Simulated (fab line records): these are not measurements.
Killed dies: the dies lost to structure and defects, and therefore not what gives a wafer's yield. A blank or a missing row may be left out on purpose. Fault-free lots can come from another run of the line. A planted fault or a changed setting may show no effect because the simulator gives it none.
What tool caused it? + flow gf180mcu + 42 wafers from 14 lots sampled at 3 of the route's 602 steps

== WHAT THE GAUGES SHOWED, per wafer ==
GF_POLY_GATE_THK_MEAS_17.
| lot  | measured     | on            | POLY_GATE_OXIDATION_THK (nm) |
|------|--------------|---------------|------------------------------|
| L985 | day 9 07:33  | film_metro-02 | 4.08 4.06 3.95               |
| L986 | day 9 13:39  | film_metro-02 | 3.96 3.92 3.97               |
| L988 | day 10 01:14 | film_metro-03 | 3.82 3.89 3.80               |
| L989 | day 10 09:15 | film_metro-04 | 4.01 3.88 3.99               |
| L990 | day 10 18:41 | film_metro-02 | 4.09 4.08 4.06               |
| L991 | day 11 01:09 | film_metro-03 | 4.02 4.09 4.05               |
| L994 | day 11 22:08 | film_metro-02 | 3.97 4.06 4.08               |
| L995 | day 12 07:14 | film_metro-02 | 4.00 4.02 4.02               |
| L996 | day 12 12:35 | film_metro-02 | 4.04 4.01 4.07               |
| L102 | day 14 05:46 | film_metro-03 | 3.99 3.92 3.98               |
| L103 | day 14 20:46 | film_metro-02 | 3.95 3.98 3.95               |
| L105 | day 15 08:21 | film_metro-02 | 3.90 3.99 3.99               |
| L106 | day 15 14:02 | film_metro-03 | 4.01 3.87 3.93               |
| L107 | day 15 23:02 | film_metro-02 | 3.93 3.87 3.99               |

GF_HV_LDD_TW_MEAS_11.
| lot  | measured     | on            | HV_LDD_TW      |
|------|--------------|---------------|----------------|
| L985 | day 10 02:00 | film_metro-04 | 2424 2438 2423 |
| L986 | day 10 08:04 | film_metro-04 | 2436 2440 2450 |
| L988 | day 10 19:52 | film_metro-03 | 2428 2415 2437 |
| L989 | day 11 04:19 | film_metro-01 | 2434 2443 2435 |
| L990 | day 11 12:59 | film_metro-03 | 2410 2410 2404 |
| L991 | day 11 19:56 | film_metro-01 | 2446 2437 2442 |
| L994 | day 12 17:27 | film_metro-04 | 2415 2425 2417 |
| L995 | day 13 02:50 | film_metro-01 | 2438 2435 2438 |
| L996 | day 13 09:01 | film_metro-03 | 2438 2431 2416 |
| L102 | day 15 03:19 | film_metro-04 | 2425 2430 2426 |
| L103 | day 15 18:36 | film_metro-01 | 2423 2434 2424 |
| L105 | day 16 06:08 | film_metro-01 | 2415 2422 2421 |
| L106 | day 16 12:37 | film_metro-03 | 2420 2424 2402 |
| L107 | day 16 21:26 | film_metro-03 | 2412 2426 2419 |

GF_HV_LDD_OVL_MEAS_20.
| lot  | measured     | on         | HV_LDD_01_OVL (nm) |
|------|--------------|------------|--------------------|
| L985 | day 10 19:53 | overlay-01 | 0.8 1.2 2.0        |
| L986 | day 11 00:55 | overlay-01 | 0.0 1.1 0.8        |
| L988 | day 11 14:46 | overlay-02 | 0.0 1.0 2.6        |
| L989 | day 11 23:20 | overlay-02 | 2.3 0.0 0.3        |
| L990 | day 12 08:14 | overlay-02 | -1.7 -0.9 2.0      |
| L991 | day 12 15:17 | overlay-01 | 0.4 1.2 -0.8       |
| L994 | day 13 14:20 | overlay-02 | 0.6 -0.6 1.6       |
| L995 | day 13 22:55 | overlay-01 | -1.0 -1.3 1.2      |
| L996 | day 14 05:08 | overlay-01 | 0.4 -0.7 -0.7      |
| L102 | day 16 01:44 | overlay-02 | 1.0 1.0 0.9        |
| L103 | day 16 16:34 | overlay-01 | 2.2 0.1 -1.6       |
| L105 | day 17 04:21 | overlay-02 | 0.0 1.5 1.8        |
| L106 | day 17 10:22 | overlay-02 | 0.2 0.7 -0.8       |
| L107 | day 17 21:05 | overlay-01 | 0.2 -0.4 -0.9      |

== WHICH TOOL RAN EACH LOT (tool, then ch and the chambers of the sampled wafers, then the start) ==
The record holds no process step before these readings.

== AS READ BY THE TOOLS THEMSELVES (means over the sampled wafers that have a number; for cases with no such wafer, the mark the record gives instead) ==
The record holds no such reading with a usual standard deviation.

== THE ANSWER, worked out from the rows above alone ==
Rule: the lots themselves supply what counts as usual. The widest of any qualifying gaps counts: lots, ordered by their means at a reading, are off when they make up no more than a third of the lots, leave a main group of 4 or more, and stand apart from it by 3 or more times the standard deviation of that group's means. If all means in a main group match to the digits the tables above print for the reading, that group is not used. A lot without any number at a reading at which 4 lots or more have one is off too. Any other lot the step has rows for is counted as sound. First the gauges in route order, then the tools' own readings, where a lot's mean is used as printed above. At the first step where some lot is off, the reading lying furthest off is the one used; lots without a number count as furthest.
Across all readings shown, no lot is off: no conclusion can be drawn from this.

== WHAT HAD BEEN PUT IN BY THE SIMULATOR ==
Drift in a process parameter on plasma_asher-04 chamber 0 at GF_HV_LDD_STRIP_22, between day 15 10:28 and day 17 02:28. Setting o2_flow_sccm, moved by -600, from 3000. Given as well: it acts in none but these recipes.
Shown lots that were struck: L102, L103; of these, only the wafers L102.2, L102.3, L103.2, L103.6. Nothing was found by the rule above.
